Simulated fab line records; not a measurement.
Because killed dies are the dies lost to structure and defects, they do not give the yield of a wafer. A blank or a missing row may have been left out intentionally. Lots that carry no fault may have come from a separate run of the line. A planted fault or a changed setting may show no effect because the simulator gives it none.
A lot that was struck, set against a sound lot    flow sky130    15 steps out of a route of 708
Sound: the wafers L251.3, L251.4, L251.6. Wafers L259.4, L259.5, L259.6 were the ones struck. Last of all comes the cause.
Order at every step that has rows: each side's tool, ch and its chambers, its first start. Under that, the readings that differ: sound wafers    struck wafers    difference of the means    sigmas: that difference in standard deviations of wafers without a fault.
alike: words and numbers the same on both sides, and readings whose means are apart by under 2 such deviations; not compared: readings that were withheld, readings missing a value for some wafer, numbers with overlapping values and no deviation given by the record, and bounds like >300 which may hide the same value.
Wherever a step has rows on one side only, a row that says differs or no value, or a row with sigmas, the two part there. Numbers that don't overlap but have no deviation are shown without sigmas and don't part them. A reading that every wafer of one side lacks parts them only if that side has two wafers or more.

first, 4 steps without rows for these wafers: SKY_VIA2_SOFTBAKE_08 (time 90 s); SKY_VIA2_EXPOSE_09 (exposes mask VIM2, target cd 200 nm); SKY_VIA2_PEB_10; SKY_VIA2_DEVELOP_11 (develop time 58.56 s).
SKY_VIA2_CD_MEAS_12 targets a cd of 200 nm.
  sound on cd sem-02 at day 37 23:50; struck on cd sem-02 at day 40 14:44
  alike: cd nm
SKY_VIA2_OVL_MEAS_13:
  sound on overlay-02 at day 37 23:56; struck on overlay-01 at day 40 14:48
  alike: VIA2_OVL
SKY_VIA2_ETCH_14: etches BARC in N2/H2, stops on SiO2, time 45.9 s, target depth 60 nm.
  sound on rie diel-04 ch 0,1,2, day 37 23:58; struck on rie diel-01 ch 2,3, day 40 14:49
reading              sound                struck             difference  sigmas
n2 flow sccm (sccm)  100.61 99.79 100.30  99.62 99.44 99.84  -0.60       -2
  alike: drypump motor current A, oes product au, throttle valve pct
  not compared: rf hours counter h
SKY_VIA2_ETCH_15: etches SiO2 in C4F8/O2/Ar, stops on TiN, target depth 546 nm, time 84 s.
  sound on rie diel-04 ch 0,1,2, day 38 00:00; struck on rie diel-01 ch 2,3, day 40 14:52
  alike: oes product au
  not compared: rf hours counter h
SKY_VIA2_STRIP_16: strips in O2/N2.
  sound on plasma asher-03 ch 0,1, day 38 00:06; struck on plasma asher-02 ch 0,1, day 40 14:58
  alike: drypump motor current A, n2 flow sccm, o2 flow sccm, oes product au, strip time to endpoint s
  not compared: rf hours counter h
then, 3 steps without rows for these wafers: SKY_VIA2_STRIP_17 (strips in post etch residue remover, time 1200 s); SKY_VIA2_CLEAN_18 (cleans in IPA, time 180 s); SKY_VIA2_CLEAN_19 (cleans in O3/DIW).
SKY_VIA2_SPUTTER_20: material TiN, target thk 20 nm, time 80 s.
  sound on pvd sputter-02 at day 38 00:40; struck on pvd sputter-04 at day 40 15:31
reading                                   sound                 struck                difference  sigmas
cathode dc power W (W)                    3999.6 4000.3 3999.1  3519.3 3520.8 3520.2  -479.6      -99 or more
throttle valve pct (%)                    29.3 28.1 28.6        30.2 30.8 31.3        +2.1        +2
model.TiN_of_VIA2_SPUTTER_20.thk nm (nm)  19.76 20.01 19.84     17.68 17.53 17.38     -2.34       
  alike: chamber pressure pa
SKY_VIA2_CVD_21: deposits W, target thk 420 nm, time 126.4 s.
  sound on cvd w-01 ch 0,1, day 38 00:46; struck on cvd w-02 ch 0,1, day 40 15:37
  alike: heater power w, susceptor temp C
following that, these wafers have no rows for 1 step: SKY_PAD_OPEN_PROBE_99.

== WHERE THEY PART ==
First at SKY_VIA2_ETCH_14; last, within this record, at SKY_VIA2_SPUTTER_20. Later steps at which nothing parts them and some readings are alike: SKY_VIA2_CVD_21.

WHY: whatever the simulator had introduced
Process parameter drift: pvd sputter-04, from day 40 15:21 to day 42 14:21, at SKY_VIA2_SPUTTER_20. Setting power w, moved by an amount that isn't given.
